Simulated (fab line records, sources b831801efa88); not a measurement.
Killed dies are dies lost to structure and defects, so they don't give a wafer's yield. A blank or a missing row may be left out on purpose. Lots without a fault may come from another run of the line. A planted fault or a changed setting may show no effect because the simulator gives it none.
Which tool did it? | flow gf180mcu | 13 lots, 37 wafers sampled, at 6 steps of a route of 602

WHAT THE GAUGES READ, wafer by wafer
GF_STI_THK_MEAS_04. Usual: STI_CVD_03_THK 206.7 nm, standard deviation 1.9.
lot  | measured    | on            | STI_CVD_03_THK (nm) | flag
L585 | day 1 23:34 | film_metro-01 | 209.4 207.3 208.3   |
L586 | day 2 04:55 | film_metro-01 | 206.3 206.1 206.6   |
L590 | day 3 00:50 | film_metro-03 | 207.8 208.5 206.5   |
L591 | day 3 07:29 | film_metro-01 | 205.9 204.1 204.7   |
L592 | day 3 11:48 | film_metro-01 | 208.4 210.4 207.4   |
L594 | day 3 21:50 | film_metro-03 | 208.4 210.5         |
L595 | day 4 01:35 | film_metro-01 | 203.9 204.0 204.4   |
L596 | day 4 08:12 | film_metro-02 | 205.1 206.6 206.1   |
L599 | day 4 21:34 | film_metro-03 | 207.7 207.4         |
L601 | day 5 07:35 | film_metro-02 | 209.4 209.0 209.1   |
L604 | day 5 22:34 | film_metro-02 | 204.3 206.3 206.7   |
L605 | day 6 04:03 | film_metro-01 | 205.7 205.5 205.3   |
L606 | day 6 09:29 | film_metro-02 | 206.2 207.6 206.9   |

GF_VT_IMPLANT_OVL_MEAS_18. Usual: VT_IMPLANT_01_OVL 0.1 nm, standard deviation 1.1.
lot  | measured     | on         | VT_IMPLANT_01_OVL (nm) | flag
L585 | day 6 18:31  | overlay-01 | 0.9 0.1 1.6            |
L586 | day 7 01:06  | overlay-02 | 0.5 0.8 -0.1           |
L590 | day 8 00:19  | overlay-02 | 1.5 1.9 1.9            |
L591 | day 8 09:59  | overlay-02 | -0.6 -0.8 -1.6         |
L592 | day 8 15:30  | overlay-01 | -0.5 -0.2 -0.2         |
L594 | day 9 05:19  | overlay-02 | -2.6 -                 |
L595 | day 9 12:47  | overlay-02 | -0.8 -0.2 0.9          |
L596 | day 9 19:26  | overlay-02 | 0.5 -0.6 -0.3          |
L599 | day 10 10:12 | overlay-02 | 0.0 -                  |
L601 | day 11 00:52 | overlay-01 | 2.0 - 0.4              |
L604 | day 11 18:14 | overlay-01 | 0.6 0.9 -1.0           |
L605 | day 12 01:03 | overlay-02 | 1.5 0.7 0.4            |
L606 | day 12 08:19 | overlay-01 | 0.0 0.2 0.7            |

GF_VT_IMPLANT_TW_MEAS_21. Usual: VT_IMPLANT_2_TW 1198, standard deviation 7.
lot  | measured     | on            | VT_IMPLANT_2_TW | flag
L585 | day 6 18:48  | film_metro-04 | 1208 1205 1207  |
L586 | day 7 01:23  | film_metro-01 | 1187 1185 1188  |
L590 | day 8 00:37  | film_metro-04 | 1194 1195 1197  |
L591 | day 8 10:17  | film_metro-01 | 1185 1191 1187  |
L592 | day 8 15:50  | film_metro-01 | 1191 1190 1193  |
L594 | day 9 05:37  | film_metro-01 | 1201 29         | OFF
L595 | day 9 13:05  | film_metro-01 | 1198 1190 1193  |
L596 | day 9 19:44  | film_metro-04 | 1207 1194 1199  |
L599 | day 10 10:29 | film_metro-04 | 1201 30         | OFF
L601 | day 11 01:09 | film_metro-01 | 1197 29 1195    | OFF
L604 | day 11 18:31 | film_metro-04 | 1182 1194 1195  |
L605 | day 12 01:21 | film_metro-01 | 1200 1199 1199  |
L606 | day 12 08:37 | film_metro-04 | 1191 1188 1191  |

GF_HV_LDD_OVL_MEAS_32. Usual: HV_LDD_02_OVL -0.1 nm, standard deviation 1.3.
lot  | measured     | on         | HV_LDD_02_OVL (nm) | flag
L585 | day 12 04:00 | overlay-02 | 0.7 -1.0 0.2       |
L586 | day 12 11:25 | overlay-02 | 1.3 3.2 3.3        |
L590 | day 13 14:38 | overlay-01 | -0.1 1.1 0.3       |
L591 | day 14 06:38 | overlay-02 | 0.1 0.2 -1.3       |
L592 | day 14 13:52 | overlay-01 | -2.3 -2.2 -3.1     |
L594 | day 15 07:51 | overlay-01 | -1.6               |
L595 | day 15 16:49 | overlay-01 | 2.5 1.9 2.2        |
L596 | day 16 03:13 | overlay-01 | -0.4 -0.8 0.2      |
L599 | day 17 00:52 | overlay-02 | -0.5               |
L601 | day 17 14:57 | overlay-02 | 1.9 0.8            |
L604 | day 18 15:26 | overlay-02 | -0.6 -1.0 -1.6     |
L605 | day 18 23:45 | overlay-01 | 1.6 1.1 1.2        |
L606 | day 19 07:43 | overlay-02 | 1.0 -0.1 -0.8      |

WHICH TOOL RAN EACH LOT (tool, then ch and the chambers of the sampled wafers, then the start)
lot  | GF_VT_IMPLANT_DEVELOP_17          | GF_POLY_GATE_ETCH_12
L585 | litho_track-02 ch 0, day 6 18:23  | rie_diel-04 ch 0,3, day 9 20:41
L586 | litho_track-02 ch 0, day 7 00:57  | rie_diel-03 ch 1,2, day 10 02:34
L590 | litho_track-01 ch 0, day 8 00:13  | rie_diel-02 ch 0,1,3, day 11 04:28
L591 | litho_track-04 ch 0, day 8 09:52  | rie_diel-04 ch 0,1,3, day 11 16:05
L592 | litho_track-02 ch 0, day 8 15:21  | rie_diel-03 ch 0,1,3, day 11 20:46
L594 | litho_track-02 ch 0, day 9 05:12  | rie_diel-03 ch 3, day 12 12:34
L595 | litho_track-04 ch 0, day 9 12:42  | rie_diel-03 ch 0,1,3, day 12 22:38
L596 | litho_track-01 ch 0, day 9 19:17  | rie_diel-03 ch 1,2,3, day 13 08:52
L599 | litho_track-02 ch 0, day 10 10:03 | rie_diel-04 ch 3, day 14 07:17
L601 | litho_track-02 ch 0, day 11 00:44 | rie_diel-03 ch 0,2, day 14 19:05
L604 | litho_track-04 ch 0, day 11 18:06 | rie_diel-03 ch 0,1,2, day 15 12:16
L605 | litho_track-01 ch 0, day 12 00:56 | rie_diel-04 ch 0,1, day 15 18:32
L606 | litho_track-04 ch 0, day 12 08:10 | rie_diel-03 ch 1,2,3, day 16 03:46
- GF_VT_IMPLANT_DEVELOP_17: develop time 60 s.
- GF_POLY_GATE_ETCH_12: etches BARC in N2/H2.

WHAT THE TOOLS THEMSELVES READ (means of the sampled wafers that have a number; where no wafer has one, the mark that the record gives instead)
GF_VT_IMPLANT_DEVELOP_17. Usual: resist_line_temp_C 23.01 C, standard deviation 0.1.
lot  | tool           | resist_line_temp_C (C) | flag
L585 | litho_track-02 | 22.87                  |
L586 | litho_track-02 | 23.03                  |
L590 | litho_track-01 | 22.96                  |
L591 | litho_track-04 | 23.12                  |
L592 | litho_track-02 | 22.92                  |
L594 | litho_track-02 | 22.98                  |
L595 | litho_track-04 | 22.98                  |
L596 | litho_track-01 | 23.02                  |
L599 | litho_track-02 | 23.01                  |
L601 | litho_track-02 | 22.97                  |
L604 | litho_track-04 | 23.04                  |
L605 | litho_track-01 | 23.10                  |
L606 | litho_track-04 | 23.04                  |

GF_POLY_GATE_ETCH_12. Usual: drypump_motor_current_A 5.5 A, standard deviation 0.51; oes_product_au 0.735 a.u., standard deviation 0.0047; throttle_valve_pct 13.215 %, standard deviation 0.0091.
lot  | tool        | drypump_motor_current_A (A) | oes_product_au (a.u.) | throttle_valve_pct (%) | flag
L585 | rie_diel-04 | 5.7                         | 0.735                 | 13.205                 |
L586 | rie_diel-03 | 4.9                         | 0.736                 | 13.212                 |
L590 | rie_diel-02 | 5.5                         | 0.740                 | 13.203                 |
L591 | rie_diel-04 | 5.6                         | 0.734                 | 13.218                 |
L592 | rie_diel-03 | 5.6                         | 0.739                 | 13.220                 |
L594 | rie_diel-03 | 5.9                         | 0.731                 | 13.206                 |
L595 | rie_diel-03 | 5.6                         | 0.733                 | 13.219                 |
L596 | rie_diel-03 | 5.2                         | 0.739                 | 13.208                 |
L599 | rie_diel-04 | 5.1                         | 0.738                 | 13.220                 |
L601 | rie_diel-03 | 5.4                         | 0.736                 | 13.226                 |
L604 | rie_diel-03 | 5.2                         | 0.733                 | 13.218                 |
L605 | rie_diel-04 | 5.9                         | 0.731                 | 13.222                 |
L606 | rie_diel-03 | 5.2                         | 0.738                 | 13.215                 |

THE ANSWER, worked out from the rows above alone
Rule: a lot is off if the mean of its wafers that have a number lies more than 3 standard deviations from the usual mean. A lot without any number at a reading at which 4 lots or more have one is off too. The other lots that the step has rows for count as sound. The gauges are gone through in route order, then the tools' own readings, and for those a lot's mean is taken as printed above. The first step at which some lot is off is used, and at that step the reading that is off furthest; a lot without a number counts as furthest.
Off: L594, L599, L601, at GF_VT_IMPLANT_TW_MEAS_21 (VT_IMPLANT_2_TW).
A tool fits if, at a process step before that reading, it ran every lot that is off, and no sound lot after the first of them. The gauges at GF_VT_IMPLANT_TW_MEAS_21 are tried like those tools. One fits: litho_track-02 at GF_VT_IMPLANT_DEVELOP_17. Its last sound lot is L592 (day 8 15:21), its first lot that is off L594 (day 9 05:12): a fault that began between those two fits.

WHAT THE SIMULATOR HAD PUT IN
Process parameter drift: litho_track-02, from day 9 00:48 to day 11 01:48, at GF_VT_IMPLANT_DEVELOP_17. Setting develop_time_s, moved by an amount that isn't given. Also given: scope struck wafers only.
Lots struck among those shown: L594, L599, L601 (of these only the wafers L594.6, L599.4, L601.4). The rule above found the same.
